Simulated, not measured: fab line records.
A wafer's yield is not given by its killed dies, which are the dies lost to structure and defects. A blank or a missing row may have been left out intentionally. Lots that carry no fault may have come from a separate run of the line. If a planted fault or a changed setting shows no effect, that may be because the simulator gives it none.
Comparing a struck lot with a sound one :: flow sky130 :: 16 out of 708 route steps
Sound: the wafers L231.3, L231.5, L231.6. Wafers struck: L234.3, L234.5, L234.6. The cause comes at the end.
At each step with rows: each side's tool, then ch and its chambers, then its first start. Under that, the readings that differ: sound wafers :: struck wafers :: difference of the means :: sigmas: that difference in standard deviations of wafers without a fault.
alike: words and numbers the same on both sides, and readings whose means are apart by under 2 such deviations; not compared: readings that were withheld, readings missing a value for some wafer, numbers with overlapping values and no deviation given by the record, and bounds like >300 which may hide the same value.
A row with sigmas, a row that says differs or no value, or rows on one side alone: a step with any of these is where the two part. Non-overlapping numbers with no deviation appear without sigmas and do not part them. Lack of a reading on every wafer of one side parts them only where that side has two or more wafers.

first, 3 steps without rows for these wafers: SKY_FIELD_ISO_EXPOSE_10 (exposes mask FOM, target cd 150 nm); SKY_FIELD_ISO_PEB_11; SKY_FIELD_ISO_DEVELOP_12 (develop time 60 s).
SKY_FIELD_ISO_CD_MEAS_13: the cd target is 150 nm.
  sound on cdSem-01, day 2 20:38; struck on cdSem-02, day 3 12:26
  alike: cdNm
SKY_FIELD_ISO_ETCH_14: etches BARC in N2/H2, stops on SiO2, time 45.9 s, target depth 60 nm.
  sound on rieDiel-01 ch 1,2,3, day 2 20:43; struck on rieDiel-02 ch 0,2, day 3 12:31
  alike: chamberPressureMTorr, drypumpMotorCurrentA, n2FlowSccm, oesProductAu, throttleValvePct
  not compared: rfHoursCounterH
SKY_FIELD_ISO_ETCH_15: etches the open film in CHF3/O2, stops on Si, target depth 180 nm, time 72 s.
  sound on rieDiel-01 ch 1,2,3, day 2 20:45; struck on rieDiel-02 ch 0,2, day 3 12:34
  alike: chamberPressureMTorr, drypumpMotorCurrentA, oesProductAu, throttleValvePct
  not compared: rfHoursCounterH
SKY_FIELD_ISO_STRIP_16: strips in O2/N2.
  sound on plasmaAsher-01 ch 0,1, day 2 20:50; struck on plasmaAsher-02 ch 0,1, day 3 12:39
  alike: chamberPressureMTorr, drypumpMotorCurrentA, n2FlowSccm, oesProductAu, stripTimeToEndpointS
  not compared: rfHoursCounterH
SKY_FIELD_ISO_ETCH_17: etches Si in HBr/Cl2/O2, target depth 342 nm, time 97.7 s.
  sound on rieSi-01 ch 0,1,2, day 2 20:55; struck on rieSi-01 ch 0,1, day 3 12:43
  alike: HBr_flow_sccm, chamberPressureMTorr, drypumpMotorCurrentA, oesProductAu, throttleValvePct
  not compared: rfHoursCounterH
then, 4 steps without rows for these wafers: SKY_FIELD_ISO_WET_ETCH_18 (etches Si3N4 in H3PO4, target depth 25 nm, time 286 s); SKY_FIELD_ISO_CLEAN_19 (cleans in SC1/SC2, time 150 s); SKY_FIELD_ISO_CLEAN_20 (cleans in dHF, time 20 s); SKY_FIELD_ISO_WET_ETCH_21 (etches SiO2 in dHF, target depth 20 nm, time 400 s).
SKY_FIELD_ISO_OXIDATION_22: stabilise 600 s, purge 300 s, target thk 10 nm.
  sound on furnace-02 ch 0, day 2 22:15; struck on furnace-02 ch 0, day 3 14:27
reading: spikeTcBottomC (C)
sound: 964 964 963
struck: 998 999 999
difference: +35
sigmas: +10

reading: spikeTcCentreC (C)
sound: 951.9 949.8 950.6
struck: 985.5 985.8 984.2
difference: +34.4
sigmas: +26

reading: spikeTcLowerC (C)
sound: 951.3 952.9 952.2
struck: 985.0 984.0 983.3
difference: +32.0
sigmas: +27

reading: spikeTcTopC (C)
sound: 965.3 966.7 963.9
struck: 997.8 997.1 998.5
difference: +32.5
sigmas: +19

reading: spikeTcUpperC (C)
sound: 949.6 951.7 949.9
struck: 984.7 982.9 983.3
difference: +33.2
sigmas: +26

reading: tubeCenterTempC (C)
sound: 950.1 949.97 949.93
struck: 983.13 983.21 983.35
difference: +33.23
sigmas: +99 or more

reading: tube_center_temp_C_max
sound: 952.9 952.1 952.2
struck: 985.0 985.4 985.0
difference: +32.7
sigmas: +82

reading: zonePowerBottomPct (%)
sound: 30.5 30.5 30.5
struck: 32.9 33.7 33.5
difference: +2.9
sigmas: +2

reading: zonePowerTopPct (%)
sound: 41.0 41.2 41.2
struck: 44.2 44.0 44.0
difference: +2.9
sigmas: +4

reading: model.SiO2_of_FIELD_ISO_OXIDATION_22.thkNm (nm)
sound: 9.898 9.999 9.982
struck: 14.65 14.69 14.47
difference: +4.64
sigmas: 
  alike: zonePowerCentrePct
SKY_FIELD_ISO_THK_MEAS_23:
  sound on filmMetro-02, day 2 23:26; struck on filmMetro-02, day 3 15:38
reading: FIELD_ISO_OXIDATION_01_THK (nm)
sound: 9.88 10.04 9.99
struck: 14.67 14.75 14.50
difference: +4.67
sigmas: +23
then, 1 step without rows for these wafers: SKY_FIELD_ISO_CVD_24 (deposits SiO2, target thk 595 nm, time 99.2 s).
-- here the record skips 44 days between the struck wafers' starts before and after, leaving off in module FIELD_ISO and picking up in module PAD_OPEN (first step shown: number 708 of the route) --
SKY_PAD_OPEN_PROBE_99:
  sound on prober-01, day 46 03:04; struck on prober-01, day 47 05:40
  alike: killed_at_M0_to_M3, killed_at_M4_up, killedAtContacts, killedAtFrontEnd, killedAtOther, killedDies, killedOpen, killedShort
  not compared: model.etest.sramNfetPass.offLog10AUm, model.etest.diodeNdiffFingers.leakLog10ACm2, model.etest.diodePdiffFingers.leakLog10ACm2, model.etest.sramNfetPass.vtSatV, model.etest.sramNfetPass.vtV

## WHERE THEY PART
At SKY_FIELD_ISO_OXIDATION_22 first; at SKY_FIELD_ISO_THK_MEAS_23 last (within this record only). Later steps at which nothing parts them and some readings are alike: SKY_PAD_OPEN_PROBE_99.

WHY: the cause the simulator had injected
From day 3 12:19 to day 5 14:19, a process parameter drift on furnace-02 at SKY_FIELD_ISO_OXIDATION_22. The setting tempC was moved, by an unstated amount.
